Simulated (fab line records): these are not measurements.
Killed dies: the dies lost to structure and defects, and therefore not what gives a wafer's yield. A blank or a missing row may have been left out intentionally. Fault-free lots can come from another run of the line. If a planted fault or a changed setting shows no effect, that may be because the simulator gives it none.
Struck lot and sound lot, side by side | flow sky130 | 23 steps out of a route of 708
Sound: these wafers, L719.2, L719.3, L719.4. Wafers L705.1, L705.4, L705.5 were the ones struck. The cause is given at the end.
Per side, at each step with rows, come the tool, then ch with its chambers, and then its first start. Under that, the readings that differ: sound wafers | struck wafers | difference of the means | sigmas: that difference in standard deviations of wafers without a fault.
alike: words and numbers the same on both sides, and readings whose means are apart by under 2 such deviations; not compared: readings that were withheld, readings missing a value for some wafer, numbers with overlapping values and no deviation given by the record, and bounds like >300 which may hide the same value.
Wherever a step has rows on one side only, a row that says differs or no value, or a row with sigmas, the two part there. Numbers that don't overlap but have no deviation are shown without sigmas and don't part them. Lack of a reading on every wafer of one side parts them only where that side has two or more wafers.

first, 5 steps without rows for these wafers: SKY_VT_ADJUST_NCORE_COAT_02 (resist thk 1140 nm); SKY_VT_ADJUST_NCORE_SOFTBAKE_03 (time 60 s); SKY_VT_ADJUST_NCORE_EXPOSE_04 (exposes mask LVTN COMPLEMENT THIN, target cd 380 nm); SKY_VT_ADJUST_NCORE_PEB_05; SKY_VT_ADJUST_NCORE_DEVELOP_06 (develop time 60 s).
SKY_VT_ADJUST_NCORE_CD_MEAS_07 targets a cd of 380 nm.
  sound on cdSem-01 at day 14 21:12; struck on cdSem-01 at day 10 23:26
  alike: cdNm
SKY_VT_ADJUST_NCORE_OVL_MEAS_08:
  sound on overlay-01 at day 14 21:18; struck on overlay-01 at day 10 23:33
  alike: VT_ADJUST_NCORE_OVL
then, 1 step without rows for these wafers: SKY_VT_ADJUST_NCORE_IMPLANT_09.
SKY_VT_ADJUST_NCORE_STRIP_10: strips in O2/N2.
  sound on plasmaAsher-04 ch 0,1, day 14 21:29; struck on plasmaAsher-03 ch 0,1, day 10 23:44
  alike: drypumpMotorCurrentA, oesProductAu, stripTimeToEndpointS
  not compared: rfHoursCounterH
SKY_VT_ADJUST_NCORE_TW_MEAS_11:
  sound on filmMetro-04 at day 14 21:35; struck on filmMetro-02 at day 10 23:50
  alike: VT_ADJUST_NCORE_TW
then, 2 steps without rows for these wafers: SKY_VT_ADJUST_HVTR_DEHYDRATE_00 (time 60 s); SKY_VT_ADJUST_HVTR_HMDS_01 (prime time 60 s).
SKY_VT_ADJUST_HVTR_COAT_02: resist thk 1140 nm.
  sound on lithoTrack-03 ch 0, day 15 10:18; struck on lithoTrack-04 ch 0, day 11 10:38
reading                                            | sound                | struck               | difference | sigmas
spinSpeedRpm (rpm)                                 | 2998.4 3001.8 3000.2 | 3150.7 3149.0 3151.2 | +150.2     | +72
model.NOVOLAK_of_VT_ADJUST_HVTR_COAT_02.thkNm (nm) | 1140 1138 1142       | 1107 1110 1108       | -32        | 
then, 3 steps without rows for these wafers: SKY_VT_ADJUST_HVTR_SOFTBAKE_03 (time 60 s); SKY_VT_ADJUST_HVTR_EXPOSE_04 (exposes mask HVTRM, target cd 380 nm); SKY_VT_ADJUST_HVTR_PEB_05.
SKY_VT_ADJUST_HVTR_DEVELOP_06: develop time 60 s.
  sound on lithoTrack-02 ch 0, day 16 00:31; struck on lithoTrack-02 ch 0, day 11 22:18
reading                                            | sound          | struck         | difference | sigmas
model.NOVOLAK_of_VT_ADJUST_HVTR_COAT_02.thkNm (nm) | 1139 1137 1141 | 1106 1109 1108 | -31        | 
SKY_VT_ADJUST_HVTR_CD_MEAS_07 targets a cd of 380 nm.
  sound on cdSem-01 at day 16 00:40; struck on cdSem-02 at day 11 22:27
  alike: cdNm
SKY_VT_ADJUST_HVTR_OVL_MEAS_08:
  sound on overlay-02 at day 16 00:46; struck on overlay-01 at day 11 22:34
  alike: VT_ADJUST_HVTR_OVL
then, 1 step without rows for these wafers: SKY_VT_ADJUST_HVTR_IMPLANT_09.
SKY_VT_ADJUST_HVTR_STRIP_10: strips in O2/N2.
  sound on plasmaAsher-03 ch 0,1, day 16 00:57; struck on plasmaAsher-03 ch 0,1, day 11 22:46
reading                  | sound             | struck            | difference | sigmas
stripTimeToEndpointS (s) | 14.18 14.15 14.20 | 13.77 13.80 13.81 | -0.38      | -10
  alike: drypumpMotorCurrentA, oesProductAu
  not compared: rfHoursCounterH
SKY_VT_ADJUST_HVTR_TW_MEAS_11:
  sound on filmMetro-02 at day 16 01:04; struck on filmMetro-01 at day 11 22:52
reading           | sound             | struck            | difference | sigmas
VT_ADJUST_HVTR_TW | 212.5 213.1 213.0 | 206.6 207.7 206.3 | -6.0       | -2
SKY_PAD_OPEN_PROBE_99:
  the record has rows for the sound wafers here (prober-02, day 50 14:34) and none for the struck ones

== WHERE THEY PART ==
First at SKY_VT_ADJUST_HVTR_COAT_02; last, within this record, at SKY_PAD_OPEN_PROBE_99.

WHY: what the simulator had put in
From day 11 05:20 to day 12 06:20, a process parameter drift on lithoTrack-04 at SKY_VT_ADJUST_HVTR_COAT_02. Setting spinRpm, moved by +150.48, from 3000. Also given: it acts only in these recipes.
